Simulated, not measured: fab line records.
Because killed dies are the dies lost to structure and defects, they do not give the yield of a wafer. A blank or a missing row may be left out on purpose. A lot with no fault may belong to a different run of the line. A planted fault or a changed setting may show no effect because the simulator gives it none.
What tool caused it? -- flow sky130 -- 33 wafers from 11 lots sampled at 6 of the route's 708 steps

== WHAT THE GAUGES SHOWED, per wafer ==
SKY_NWELL_TW_MEAS_26. Usual: NWELL_2_TW typically reads 493, with standard deviation 4.5.
lot,measured,on,NWELL_2_TW,flag
L152,day 5 05:57,filmMetro-04,496 501 498,
L156,day 6 10:00,filmMetro-02,490 489 487,
L158,day 6 20:07,filmMetro-04,30 30 30 30 30 30,OFF
L159,day 7 03:46,filmMetro-04,30 30 30 30 30 30,OFF
L160,day 7 06:56,filmMetro-04,500 499 499,
L164,day 8 14:16,filmMetro-04,496 497 498,
L168,day 9 08:10,filmMetro-02,491 489 491,
L171,day 10 05:14,filmMetro-01,490 491 489,
L173,day 10 17:39,filmMetro-02,492 490 490,
L174,day 10 21:31,filmMetro-02,489 492 489,
L175,day 11 03:46,filmMetro-01,493 495 492,

SKY_VT_ADJUST_LVTN_OVL_MEAS_07. Usual: VT_ADJUST_LVTN_OVL typically reads -0.3 nm, with standard deviation 1.3.
lot,measured,on,VT_ADJUST_LVTN_OVL (nm),flag
L152,day 6 19:08,overlay-02,0.0 -2.0 -1.2,
L156,day 8 01:46,overlay-02,0.3 -0.7 1.3,
L160,day 8 23:50,overlay-01,0.6 0.5 1.3,
L164,day 10 10:06,overlay-02,-2.5 -1.1 -0.8,
L168,day 11 05:44,overlay-02,-1.4 0.7 -0.5,
L171,day 12 03:38,overlay-02,2.0 0.0 -0.3,
L173,day 12 16:26,overlay-02,0.1 1.1 1.9,
L174,day 12 21:16,overlay-01,0.2 -0.4 0.8,
L175,day 13 03:25,overlay-02,-1.7 -0.6 0.3,

SKY_VT_ADJUST_NCORE_OVL_MEAS_08. Usual: VT_ADJUST_NCORE_OVL typically reads 0.0 nm, with standard deviation 1.3.
lot,measured,on,VT_ADJUST_NCORE_OVL (nm),flag
L152,day 8 10:44,overlay-02,-1.6 0.6 -1.1,
L156,day 9 20:34,overlay-01,1.0 -0.5 -0.1,
L160,day 10 19:34,overlay-02,-1.9 -1.7 -1.2,
L164,day 12 09:00,overlay-02,0.4 0.6 0.6,
L168,day 13 05:44,overlay-01,-1.2 0.8 -0.5,
L171,day 14 04:41,overlay-02,-2.7 0.1 0.1,
L173,day 14 19:59,overlay-01,0.0 -0.3 0.2,
L174,day 14 21:52,overlay-01,-1.5 0.4 1.5,
L175,day 15 07:44,overlay-01,0.0 1.3 0.1,

== EACH LOT AND THE TOOL THAT RAN IT (in order: tool; ch and the chambers of the sampled wafers; start) ==
lot,SKY_FIELD_ISO_ETCH_17,SKY_NWELL_STRIP_14,SKY_NWELL_STRIP_25
L152,"rieSi-01 ch 0,1,3, day 2 05:31","plasmaAsher-03 ch 0,1, day 4 13:13","plasmaAsher-03 ch 0,1, day 5 05:51"
L156,"rieSi-02 ch 1,2, day 3 02:17","plasmaAsher-03 ch 0,1, day 5 14:55","plasmaAsher-03 ch 0,1, day 6 09:54"
L158,"rieSi-01 ch 0,1,3, day 3 12:51","plasmaAsher-04 ch 0,1, day 6 01:35","plasmaAsher-02 ch 0,1, day 6 20:02"
L159,"rieSi-01 ch 1,3, day 3 16:54","plasmaAsher-04 ch 0,1, day 6 09:12","plasmaAsher-04 ch 1, day 7 03:40"
L160,"rieSi-02 ch 0,2,3, day 3 21:52","plasmaAsher-03 ch 0,1, day 6 12:06","plasmaAsher-02 ch 0,1, day 7 06:50"
L164,"rieSi-01 ch 0,2,3, day 4 20:05","plasmaAsher-03 ch 0,1, day 7 17:24","plasmaAsher-03 ch 0,1, day 8 14:10"
L168,"rieSi-01 ch 0,1,2, day 5 17:49","plasmaAsher-02 ch 0,1, day 8 11:00","plasmaAsher-04 ch 0,1, day 9 08:04"
L171,"rieSi-01 ch 2,3, day 6 08:59","plasmaAsher-03 ch 0,1, day 9 06:38","plasmaAsher-02 ch 0,1, day 10 05:08"
L173,"rieSi-02 ch 1,2,3, day 6 17:53","plasmaAsher-03 ch 0,1, day 9 18:43","plasmaAsher-03 ch 0,1, day 10 17:33"
L174,"rieSi-02 ch 1,3, day 6 22:13","plasmaAsher-04 ch 0,1, day 9 22:30","plasmaAsher-04 ch 0,1, day 10 21:25"
L175,"rieSi-02 ch 1,3, day 7 04:28","plasmaAsher-04 ch 0,1, day 10 04:21","plasmaAsher-04 ch 0, day 11 03:40"
- SKY_FIELD_ISO_ETCH_17: etches Si in HBr/Cl2/O2, target depth 342 nm, time 97.7 s.
- SKY_NWELL_STRIP_14: strips in O2/N2.
- SKY_NWELL_STRIP_25: strips in O2/N2.

== WHAT THE TOOLS THEMSELVES READ (means of the sampled wafers that have a number; where no wafer has one, the mark that the record gives instead) ==
SKY_FIELD_ISO_ETCH_17. Usual: drypumpMotorCurrentA 5.8 A, standard deviation 0.45; mfcCl2Sccm 40.01 sccm, standard deviation 0.12; oesProductAu 0.997 a.u., standard deviation 0.015; rfFwdPowerW 596.4 W, standard deviation 2.1; throttleValvePct 25.659 %, standard deviation 0.013.
lot,tool,drypumpMotorCurrentA (A),mfcCl2Sccm (sccm),oesProductAu (a.u.),rfFwdPowerW (W),throttleValvePct (%),flag
L152,rieSi-01,5.7,40.01,0.997,597.9,25.661,
L156,rieSi-02,5.3,39.94,1.011,596.4,25.647,
L158,rieSi-01,5.7,39.92,0.981,597.8,25.672,
L159,rieSi-01,6.0,40.01,0.984,600.1,25.672,
L160,rieSi-02,6.0,39.97,1.011,595.8,25.653,
L164,rieSi-01,5.9,39.99,0.983,595.8,25.676,
L168,rieSi-01,5.8,40.04,1.002,597.7,25.651,
L171,rieSi-01,6.3,39.84,0.979,593.9,25.667,
L173,rieSi-02,5.6,40.12,1.011,596.2,25.660,
L174,rieSi-02,5.5,39.95,1.000,593.5,25.667,
L175,rieSi-02,5.5,40.01,0.999,596.7,25.662,

SKY_NWELL_STRIP_14. Usual: chamberPressureMTorr 1499.9 mTorr, standard deviation 1.4; drypumpMotorCurrentA 5.89 A, standard deviation 0.29; oesProductAu 0.722 a.u., standard deviation 0.0052; stripTimeToEndpointS 36.87 s, standard deviation 0.14.
lot,tool,chamberPressureMTorr (mTorr),drypumpMotorCurrentA (A),oesProductAu (a.u.),stripTimeToEndpointS (s),flag
L152,plasmaAsher-03,1499.6,5.73,0.726,37.16,
L156,plasmaAsher-03,1500.3,5.73,0.717,36.89,
L158,plasmaAsher-04,-,-,-,-,OFF
L159,plasmaAsher-04,-,-,-,-,OFF
L160,plasmaAsher-03,1498.9,5.94,0.725,36.77,
L164,plasmaAsher-03,1500.5,5.92,0.724,36.97,
L168,plasmaAsher-02,1499.1,6.09,0.722,36.75,
L171,plasmaAsher-03,1499.6,5.73,0.726,36.87,
L173,plasmaAsher-03,1498.6,5.73,0.719,36.86,
L174,plasmaAsher-04,1499.1,5.94,0.719,36.79,
L175,plasmaAsher-04,1500.0,5.79,0.720,36.79,

SKY_NWELL_STRIP_25. Usual: chamberPressureMTorr 1500.1 mTorr, standard deviation 1.5; drypumpMotorCurrentA 5.90 A, standard deviation 0.26; oesProductAu 0.722 a.u., standard deviation 0.0044; stripTimeToEndpointS 36.86 s, standard deviation 0.12.
lot,tool,chamberPressureMTorr (mTorr),drypumpMotorCurrentA (A),oesProductAu (a.u.),stripTimeToEndpointS (s),flag
L152,plasmaAsher-03,1500.6,5.74,0.721,36.92,
L156,plasmaAsher-03,1501.0,5.73,0.722,36.70,
L158,plasmaAsher-02,1499.5,6.16,0.738,81.30,OFF
L159,plasmaAsher-04,1501.2,5.67,0.742,81.07,OFF
L160,plasmaAsher-02,1500.5,6.07,0.726,36.86,
L164,plasmaAsher-03,1500.6,5.70,0.720,36.80,
L168,plasmaAsher-04,1499.7,5.95,0.721,36.85,
L171,plasmaAsher-02,1501.1,6.09,0.722,36.80,
L173,plasmaAsher-03,1499.9,5.71,0.720,36.91,
L174,plasmaAsher-04,1501.4,5.94,0.723,36.84,
L175,plasmaAsher-04,1499.6,6.09,0.726,36.90,

== THE ANSWER, worked out from the rows above alone ==
Rule: a lot is off if the mean of its wafers that have a number lies more than 3 standard deviations from the usual mean. A lot without any number at a reading at which 4 lots or more have one is off too. Any other lot the step has rows for is counted as sound. First the gauges in route order, then the tools' own readings, where a lot's mean is used as printed above. At the first step where some lot is off, the reading lying furthest off is the one used; lots without a number count as furthest.
Off: at SKY_NWELL_TW_MEAS_26 (NWELL_2_TW), L158, L159.
A tool fits if, at a process step before that reading, it ran every lot that is off, and no sound lot after the first of them. Not tried: the gauges at SKY_NWELL_TW_MEAS_26; whatever is off there is also off at SKY_NWELL_STRIP_14, on other tools, and gauge error can't account for it. Not one of the candidates tried fits.

== WHAT HAD BEEN PUT IN BY THE SIMULATOR ==
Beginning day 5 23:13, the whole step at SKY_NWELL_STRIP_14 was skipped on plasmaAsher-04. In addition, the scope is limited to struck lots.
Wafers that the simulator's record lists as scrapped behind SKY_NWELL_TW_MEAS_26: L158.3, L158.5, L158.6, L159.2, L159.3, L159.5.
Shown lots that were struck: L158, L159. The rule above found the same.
